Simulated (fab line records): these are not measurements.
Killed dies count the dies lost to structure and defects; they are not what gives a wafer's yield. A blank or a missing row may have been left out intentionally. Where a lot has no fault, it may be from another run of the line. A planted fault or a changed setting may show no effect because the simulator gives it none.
A struck lot beside a sound one :: flow sky130 :: 15 out of 708 route steps
Sound: wafers L907.2, L907.5, L907.6. Wafers L903.1, L903.2, L903.3 were the ones struck. The cause is given at the end.
At each step with rows: each side's tool, then ch and its chambers, then its first start. Under that, the readings that differ: sound wafers :: struck wafers :: difference of the means :: sigmas: that difference in standard deviations of wafers without a fault.
alike: readings with means less than 2 such deviations apart, plus words and numbers identical on both sides. not compared: withheld readings, readings lacking a value on some wafer, bounds such as >300 that could conceal the same value, and numbers that have no deviation in the record and whose values overlap.
The two part at a step that has a row with sigmas, a row that says differs or no value, or rows on one side only. Numbers that have no deviation but don't overlap get no sigmas and don't part them. A reading missing from all wafers of one side parts the sides only when that side holds two or more wafers.

first, 6 steps without rows for these wafers: SKY_METAL4_COAT_07 (resist thk 60 nm); SKY_METAL4_COAT_08 (resist thk 1140 nm); SKY_METAL4_SOFTBAKE_09 (time 90 s); SKY_METAL4_EXPOSE_10 (exposes mask MM4, target cd 300 nm); SKY_METAL4_PEB_11; SKY_METAL4_DEVELOP_12 (develop time 60 s).
SKY_METAL4_CD_MEAS_13 targets a cd of 300 nm.
  struck on cd-sem-02, day 46 19:22; sound on cd-sem-02, day 47 10:50
  alike: cd-nm
SKY_METAL4_OVL_MEAS_14:
  struck on overlay-01, day 46 19:29; sound on overlay-01, day 47 10:56
  alike: METAL4_OVL
SKY_METAL4_DESCUM_15: chemistry O2, time 8 s.
  sound on rie-metal-01 ch 0,1, day 47 10:58; struck on rie-metal-01 ch 0,1, day 46 19:31
  alike: chamber-pressure-mTorr, drypump-motor-current-A, oes-product-au, rf-fwd-power-W
  not compared: rf-hours-counter-h
SKY_METAL4_ETCH_16: etches BARC in N2/H2, stops on SiO2, time 88.2 s, target depth 60 nm.
  sound on rie-metal-01 ch 0,1, day 47 11:00; struck on rie-metal-01 ch 0,1, day 46 19:34
  alike: bias-w, chamber-pressure-mTorr, drypump-motor-current-A, oes-product-au, rf-fwd-power-W, throttle-valve-pct
  not compared: rf-hours-counter-h
SKY_METAL4_ETCH_17: etches SiO2 in C4F8/O2/Ar, stops on TiN, time 3.9 s, target depth 15 nm.
  sound on rie-diel-03 ch 0,1, day 47 11:06; struck on rie-diel-02 ch 0,1,2, day 46 19:39
  alike: bias-w, chamber-pressure-mTorr, oes-product-au, rf-fwd-power-W
  not compared: rf-hours-counter-h
SKY_METAL4_METAL_ETCH_18: etches the open film in Cl2/BCl3, stops on SiO2, target depth 845 nm, time 183.1 s.
  sound on rie-metal-03 ch 0,1, day 47 11:07; struck on rie-metal-02 ch 0,1, day 46 19:40
  alike: bcl3-flow-sccm, bias-w, chamber-pressure-mTorr, drypump-motor-current-A, oes-product-au, rf-fwd-power-W, throttle-valve-pct
  not compared: rf-hours-counter-h
SKY_METAL4_STRIP_19: strips in O2/N2.
  sound on plasma-asher-01 ch 0,1, day 47 11:17; struck on plasma-asher-04 ch 0,1, day 46 19:55
reading: overash-fraction
sound: 0.5 0.5 0.5
struck: 0.7 0.7 0.7
difference: +0.2
sigmas: 
  alike: chamber-pressure-mTorr, drypump-motor-current-A, o2-flow-sccm, oes-product-au, strip-time-to-endpoint-s
  not compared: rf-hours-counter-h
then, 1 step without rows for these wafers: SKY_METAL4_STRIP_20 (strips in post etch residue remover, time 1200 s).
-- the record jumps here: 3 days lie between the struck wafers' starts before and after (it left off in module METAL4 and takes up again in module PAD_OPEN, whose first step shown is number 708 of the route) --
SKY_PAD_OPEN_PROBE_99:
  struck on prober-02, day 49 23:56; sound on prober-01, day 50 18:34
  alike: defect-limited-yield, killed_at_M0_to_M3, killed_at_M4_up, killed-at-contacts, killed-at-front-end, killed-at-other, killed-dies, killed-open, killed-short, sort_bin_3_pad_short, sort_bin_5_function, sort_bin_6_memory, sort-n-pass, sort-yield-pct

WHERE THEY PART
Nowhere in this record.

WHY: the cause the simulator had injected
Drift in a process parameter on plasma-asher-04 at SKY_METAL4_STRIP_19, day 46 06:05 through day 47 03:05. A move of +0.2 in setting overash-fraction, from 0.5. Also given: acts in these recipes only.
